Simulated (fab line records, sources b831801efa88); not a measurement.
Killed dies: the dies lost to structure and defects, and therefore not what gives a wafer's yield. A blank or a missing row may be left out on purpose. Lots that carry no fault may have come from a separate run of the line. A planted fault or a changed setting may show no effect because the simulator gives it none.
Chamber matching || flow sky130 || 4 sister chambers for SKY_LI_CONTACT_ETCH_15 on rieDiel-01
The step etches PSG in C4F8/O2/Ar, stops on Si, target depth 600 nm. 14 wafers are shown with their chamber, then 7 later ones without.

== WAFERS PAIRED WITH THEIR CHAMBERS ==
{"wafer": "L847.4", "chamber": 0, "oesProductAu (a.u.)": 0.838}
{"wafer": "L847.5", "chamber": 2, "oesProductAu (a.u.)": 0.833}
{"wafer": "L847.6", "chamber": 1, "oesProductAu (a.u.)": 0.831}
{"wafer": "L852.1", "chamber": 1, "oesProductAu (a.u.)": 0.830}
{"wafer": "L852.2", "chamber": 2, "oesProductAu (a.u.)": 0.845}
{"wafer": "L852.5", "chamber": 1, "oesProductAu (a.u.)": 0.833}
{"wafer": "L859.1", "chamber": 2, "oesProductAu (a.u.)": 0.833}
{"wafer": "L859.3", "chamber": 1, "oesProductAu (a.u.)": 0.835}
{"wafer": "L859.6", "chamber": 1, "oesProductAu (a.u.)": 0.838}
{"wafer": "L860.2", "chamber": 3, "oesProductAu (a.u.)": 0.836}
{"wafer": "L860.3", "chamber": 1, "oesProductAu (a.u.)": 0.841}
{"wafer": "L860.6", "chamber": 3, "oesProductAu (a.u.)": 0.840}
{"wafer": "L861.1", "chamber": 1, "oesProductAu (a.u.)": 0.835}
{"wafer": "L861.4", "chamber": 0, "oesProductAu (a.u.)": 0.836}

SIGNATURES (means of the wafers above)
{"reading": "oesProductAu", "chamber 0": 0.83700, "chamber 1": 0.83471, "chamber 2": 0.83700, "chamber 3": 0.83800, "scatter within a chamber": 0.00442}
Rule: for each reading, subtract the chamber's mean from the wafer's reading, divide by that reading's scatter and square the result; add these up over the readings and take the root, which gives the wafer's distance from the chamber. If the next closest chamber is less than 2 further off than the closest, the wafer can't be placed; otherwise it belongs to the closest. The scatter: the root of (the sum of the squares of (reading less its chamber's mean) over the shown wafers, divided by (wafers less chambers)).

== WAFERS WHOSE CHAMBER IS MISSING ==
{"wafer": "L861.5", "oesProductAu (a.u.)": 0.833}
{"wafer": "L863.2", "oesProductAu (a.u.)": 0.839}
{"wafer": "L863.3", "oesProductAu (a.u.)": 0.830}
{"wafer": "L863.6", "oesProductAu (a.u.)": 0.830}
{"wafer": "L866.1", "oesProductAu (a.u.)": 0.842}
{"wafer": "L866.2", "oesProductAu (a.u.)": 0.843}
{"wafer": "L866.3", "oesProductAu (a.u.)": 0.836}

== THE CHAMBER EACH PASSED THROUGH ==
{"wafer": "L861.5", "from the rows above": "can't be placed: 1 or 0 or 2 or 3", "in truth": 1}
{"wafer": "L863.2", "from the rows above": "can't be placed: 3 or 0 or 2 or 1", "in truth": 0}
{"wafer": "L863.3", "from the rows above": "can't be placed: 1 or 0 or 2 or 3", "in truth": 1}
{"wafer": "L863.6", "from the rows above": "can't be placed: 1 or 0 or 2 or 3", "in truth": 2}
{"wafer": "L866.1", "from the rows above": "can't be placed: 3 or 0 or 2 or 1", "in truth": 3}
{"wafer": "L866.2", "from the rows above": "can't be placed: 3 or 0 or 2 or 1", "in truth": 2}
{"wafer": "L866.3", "from the rows above": "can't be placed: 0 or 2 or 1 or 3", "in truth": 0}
Correctly placed: 0 of 7. Not placeable from these rows: 7 (in 7, the candidates include the true chamber). Placed wrongly: 0.
